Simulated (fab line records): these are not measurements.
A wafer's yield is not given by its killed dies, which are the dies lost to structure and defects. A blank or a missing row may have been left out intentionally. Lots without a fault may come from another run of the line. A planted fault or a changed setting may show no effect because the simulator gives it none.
A lot that was struck, set against a sound lot | flow sky130 | 16 steps out of a route of 708
Sound: wafers L194.3, L194.4, L194.6. Wafers struck: L203.1, L203.2, L203.4. The cause is named last.
Order at every step that has rows: each side's tool, ch and its chambers, its first start. Under that, the readings that differ: sound wafers | struck wafers | difference of the means | sigmas: that difference in standard deviations of wafers without a fault.
alike: a reading whose means differ by less than 2 such deviations, as well as words and numbers matching on both sides. not compared: withheld readings; readings where some wafer has no value; bounds like >300 that might hide an equal value; numbers whose values overlap and for which the record gives no deviation.
The two part at a step that has a row with sigmas, a row that says differs or no value, or rows on one side only. Non-overlapping numbers with no deviation appear without sigmas and do not part them. A reading that every wafer of one side lacks parts them only if that side has two wafers or more.

first, 3 steps without rows for these wafers: SKY_METAL1_EXPOSE_12 (exposes mask MM1, target cd 140 nm); SKY_METAL1_PEB_13; SKY_METAL1_DEVELOP_14 (develop time 60 s).
SKY_METAL1_CD_MEAS_15 targets a cd of 140 nm.
  sound: cd-sem-02 at day 35 21:25; struck: cd-sem-01 at day 39 03:50
  reading    | sound             | struck            | difference | sigmas
  cd-nm (nm) | 142.8 142.2 141.8 | 138.3 137.3 137.9 | -4.4       | -3
SKY_METAL1_OVL_MEAS_16:
  sound: overlay-01 at day 35 21:31; struck: overlay-01 at day 39 03:58
  alike: METAL1_OVL
SKY_METAL1_DESCUM_17: chemistry O2, time 8 s.
  sound on rie-metal-02 ch 0,1, day 35 21:32; struck on rie-metal-02 ch 0,1, day 39 03:59
  alike: drypump-motor-current-A, oes-product-au
  not compared: rf-hours-counter-h
SKY_METAL1_ETCH_18: etches BARC in N2/H2, stops on SiO2, time 45.9 s, target depth 60 nm.
  sound on rie-metal-02 ch 0,1, day 35 21:35; struck on rie-metal-02 ch 0,1, day 39 04:02
  alike: drypump-motor-current-A, oes-product-au, throttle-valve-pct
  not compared: rf-hours-counter-h
SKY_METAL1_METAL_ETCH_19: etches the open film in Cl2/BCl3, stops on SiO2, target depth 360 nm, time 78 s.
  sound on rie-metal-02 ch 0,1, day 35 21:40; struck on rie-metal-02 ch 0,1, day 39 04:05
  alike: drypump-motor-current-A, oes-product-au, throttle-valve-pct
  not compared: rf-hours-counter-h
SKY_METAL1_STRIP_20: strips in O2/N2.
  sound on plasma-asher-03 ch 0,1, day 35 21:45; struck on plasma-asher-02 ch 0,1, day 39 04:11
  alike: drypump-motor-current-A, oes-product-au, strip-time-to-endpoint-s
  not compared: rf-hours-counter-h
then, 3 steps without rows for these wafers: SKY_METAL1_STRIP_21 (strips in post etch residue remover, time 1200 s); SKY_METAL1_CLEAN_22 (cleans in IPA, time 180 s); SKY_METAL1_CLEAN_23 (cleans in O3/DIW).
SKY_VIA1_HDPCVD_00: deposits SiO2, target thk 1030 nm, time 171.7 s.
  sound on hdpcvd-01 ch 0,1, day 35 22:19; struck on hdpcvd-02 ch 0,1, day 39 04:46
  reading                                  | sound                | struck            | difference                    | sigmas
  run-length-s (s)                         | 198.6 199.8 198.7    | 190.5 191.4 191.8 | -7.8                          | -12
  susceptor-temp-C (C)                     | 400.33 399.90 400.37 | - - -             | no value on the struck wafers |
  model.SiO2_of_VIA1_HDPCVD_00.thk-nm (nm) | 1033 1026 1043       | 969.8 972.8 974   | -61.8                         |
SKY_VIA1_THK_MEAS_01:
  sound: film-metro-03 at day 35 22:27; struck: film-metro-04 at day 39 04:53
  reading              | sound          | struck      | difference | sigmas
  VIA1_HDPCVD_THK (nm) | 1033 1025 1042 | 969 974 974 | -61        | -6
SKY_VIA1_CMP_02: polishes SiO2.
  sound on cmp-01 ch 0,1,3, day 35 22:32; struck on cmp-02 ch 0,1,3, day 39 04:56
  alike: motor-current-A
then, 1 step without rows for these wafers: SKY_PAD_OPEN_PROBE_99.

== WHERE THEY PART ==
At SKY_METAL1_CD_MEAS_15 first; at SKY_VIA1_THK_MEAS_01 last (within this record only). Later steps at which nothing parts them and some readings are alike: SKY_VIA1_CMP_02.

WHY: what had been put in by the simulator
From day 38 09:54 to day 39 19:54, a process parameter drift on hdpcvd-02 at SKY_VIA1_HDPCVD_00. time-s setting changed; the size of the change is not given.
